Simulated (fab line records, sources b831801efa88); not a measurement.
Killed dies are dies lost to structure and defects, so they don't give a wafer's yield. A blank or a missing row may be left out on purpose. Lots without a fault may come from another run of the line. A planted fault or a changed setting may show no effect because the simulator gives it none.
Which tool did it? | flow sky130 | 11 lots, 33 wafers sampled, at 4 steps of a route of 708

WHAT THE GAUGES READ, wafer by wafer
SKY_VT_ADJUST_HVTR_OVL_MEAS_08. Usual: VT_ADJUST_HVTR_OVL 0.8 nm, standard deviation 1.3.
lot  | measured     | on         | VT_ADJUST_HVTR_OVL (nm) | flag
L437 | day 9 10:52  | overlay-01 | 1.0 1.0 1.4             |
L438 | day 9 17:28  | overlay-01 | 0.7 0.9 -0.2            |
L439 | day 9 23:22  | overlay-01 | 1.7 1.2 2.3             |
L441 | day 10 14:28 | overlay-01 | 1.1 1.2 1.5             |
L443 | day 11 03:34 | overlay-02 | -1.6 -1.7 -1.2          |
L450 | day 13 12:13 | overlay-02 | 1.2 0.7 1.6             |
L451 | day 13 14:28 | overlay-02 | 2.0 1.1 1.2             |
L454 | day 14 22:28 | overlay-01 | 1.2 2.9 0.5             |
L457 | day 15 12:49 | overlay-01 | -0.2 -0.1 0.5           |
L458 | day 15 23:07 | overlay-01 | 0.4 0.5 1.5             |
L460 | day 16 15:13 | overlay-02 | -1.6 0.1 -1.7           |

SKY_POLY_GATE_CD_MEAS_13: target cd 150 nm. Usual: cd_nm 149.5 nm, standard deviation 1.1.
lot  | measured     | on        | cd_nm (nm)        | flag
L437 | day 16 06:43 | cd_sem-01 | 149.6 147.8 149.5 |
L438 | day 16 17:14 | cd_sem-01 | 149.8 149.1 150.3 |
L439 | day 16 21:46 | cd_sem-02 | 149.6 150.3 149.0 |
L441 | day 17 14:50 | cd_sem-02 | 148.4 148.6 148.3 |
L443 | day 18 09:32 | cd_sem-02 | 151.9 151.0 150.1 |
L450 | day 21 05:19 | cd_sem-02 | 149.6 149.4 149.6 |
L451 | day 21 09:26 | cd_sem-01 | 148.9 148.2 149.1 |
L454 | day 23 00:28 | cd_sem-01 | 148.4 147.5 148.3 |
L457 | day 23 14:59 | cd_sem-01 | 151.6 151.8 150.8 |
L458 | day 23 23:22 | cd_sem-01 | 148.9 148.1 148.3 |
L460 | day 24 12:11 | cd_sem-01 | 149.9 150.1 149.4 |

WHICH TOOL RAN EACH LOT (tool, then ch and the chambers of the sampled wafers, then the start)
lot  | SKY_FIELD_ISO_STRIP_16              | SKY_FIELD_ISO_ETCH_17
L437 | plasma_asher-01 ch 0, day 2 07:10   | rie_si-02 ch 0,2,3, day 2 07:16
L438 | plasma_asher-04 ch 0,1, day 2 11:26 | rie_si-01 ch 0,1,2, day 2 11:32
L439 | plasma_asher-01 ch 0,1, day 2 15:56 | rie_si-01 ch 0,2,3, day 2 16:02
L441 | plasma_asher-04 ch 1, day 3 02:08   | rie_si-02 ch 0,1, day 3 02:14
L443 | plasma_asher-03 ch 0,1, day 3 12:32 | rie_si-01 ch 0,1,3, day 3 12:38
L450 | plasma_asher-01 ch 0,1, day 5 00:38 | rie_si-01 ch 0,1,3, day 5 00:44
L451 | plasma_asher-01 ch 0,1, day 5 06:08 | rie_si-01 ch 1,3, day 5 06:13
L454 | plasma_asher-01 ch 0,1, day 5 23:41 | rie_si-01 ch 0,2,3, day 5 23:46
L457 | plasma_asher-01 ch 0,1, day 6 11:58 | rie_si-01 ch 2,3, day 6 12:04
L458 | plasma_asher-01 ch 0,1, day 6 21:25 | rie_si-01 ch 1,2, day 6 21:31
L460 | plasma_asher-01 ch 0,1, day 7 06:31 | rie_si-01 ch 1,2,3, day 7 06:37
- SKY_FIELD_ISO_STRIP_16: strips in O2/N2.
- SKY_FIELD_ISO_ETCH_17: etches Si in HBr/Cl2/O2, target depth 342 nm, time 97.7 s.

WHAT THE TOOLS THEMSELVES READ (means of the sampled wafers that have a number; where no wafer has one, the mark that the record gives instead)
SKY_FIELD_ISO_STRIP_16. Usual: chamber_pressure_mTorr 1499.8 mTorr, standard deviation 1.3; drypump_motor_current_A 5.65 A, standard deviation 0.3; oes_product_au 0.378 a.u., standard deviation 0.0048; strip_time_to_endpoint_s 3.55 s, standard deviation 0.04.
lot  | tool            | chamber_pressure_mTorr (mTorr) | drypump_motor_current_A (A) | oes_product_au (a.u.) | strip_time_to_endpoint_s (s) | flag
L437 | plasma_asher-01 | 1500.9                         | 5.91                        | 0.377                 | 3.54                         |
L438 | plasma_asher-04 | 1499.8                         | 5.54                        | 0.379                 | 3.57                         |
L439 | plasma_asher-01 | 1499.3                         | 5.56                        | 0.380                 | 3.55                         |
L441 | plasma_asher-04 | 1499.4                         | 5.50                        | 0.383                 | 3.53                         |
L443 | plasma_asher-03 | 1500.9                         | 6.09                        | 0.381                 | 3.57                         |
L450 | plasma_asher-01 | 1499.2                         | 5.74                        | 0.379                 | 3.52                         |
L451 | plasma_asher-01 | 1499.0                         | 5.54                        | 0.380                 | 3.55                         |
L454 | plasma_asher-01 | 1499.6                         | 5.53                        | 0.374                 | 3.59                         |
L457 | plasma_asher-01 | 1499.5                         | 5.54                        | 0.381                 | 3.58                         |
L458 | plasma_asher-01 | 1500.2                         | 5.54                        | 0.375                 | 3.54                         |
L460 | plasma_asher-01 | 1499.4                         | 5.56                        | 0.378                 | 3.53                         |

SKY_FIELD_ISO_ETCH_17. Usual: chamber_pressure_mTorr 15.000 mTorr, standard deviation 0.012; drypump_motor_current_A 5.7 A, standard deviation 0.44; oes_product_au 1.005 a.u., standard deviation 0.012; run_length_s 125.7 s, standard deviation 0.42; throttle_valve_pct 25.654 %, standard deviation 0.012.
lot  | tool      | chamber_pressure_mTorr (mTorr) | drypump_motor_current_A (A) | oes_product_au (a.u.) | run_length_s (s) | throttle_valve_pct (%) | flag
L437 | rie_si-02 | 14.992                         | 6.0                         | 0.999                 | 126.0            | 25.668                 |
L438 | rie_si-01 | 15.005                         | 5.7                         | 1.005                 | 125.4            | 25.646                 |
L439 | rie_si-01 | 14.994                         | 5.5                         | 1.013                 | 125.5            | 25.650                 |
L441 | rie_si-02 | 15.004                         | 5.8                         | 1.000                 | 128.4            | 25.663                 | OFF
L443 | rie_si-01 | 15.008                         | 5.3                         | 1.009                 | 125.3            | 25.647                 |
L450 | rie_si-01 | 14.987                         | 5.3                         | 1.020                 | 125.2            | 25.644                 |
L451 | rie_si-01 | 14.990                         | 5.4                         | 1.019                 | 125.2            | 25.648                 |
L454 | rie_si-01 | 14.985                         | 5.4                         | 1.010                 | 125.4            | 25.657                 |
L457 | rie_si-01 | 14.988                         | 5.7                         | 1.013                 | 125.3            | 25.645                 |
L458 | rie_si-01 | 15.007                         | 6.0                         | 1.017                 | 125.4            | 25.648                 |
L460 | rie_si-01 | 15.005                         | 5.6                         | 1.018                 | 125.2            | 25.642                 |

THE ANSWER, worked out from the rows above alone
Rule: a lot is off if the mean of its wafers that have a number lies more than 3 standard deviations from the usual mean. A lot without any number at a reading at which 4 lots or more have one is off too. The other lots that the step has rows for count as sound. The gauges are gone through in route order, then the tools' own readings, and for those a lot's mean is taken as printed above. The first step at which some lot is off is used, and at that step the reading that is off furthest; a lot without a number counts as furthest.
Off: L441, at SKY_FIELD_ISO_ETCH_17 (run_length_s).
A tool fits if, at that step or a process step before it, it ran every lot that is off, and no sound lot after the first of them. Can't be told from this: 2 tools fit, plasma_asher-04 at SKY_FIELD_ISO_STRIP_16, rie_si-02 at SKY_FIELD_ISO_ETCH_17.

WHAT THE SIMULATOR HAD PUT IN
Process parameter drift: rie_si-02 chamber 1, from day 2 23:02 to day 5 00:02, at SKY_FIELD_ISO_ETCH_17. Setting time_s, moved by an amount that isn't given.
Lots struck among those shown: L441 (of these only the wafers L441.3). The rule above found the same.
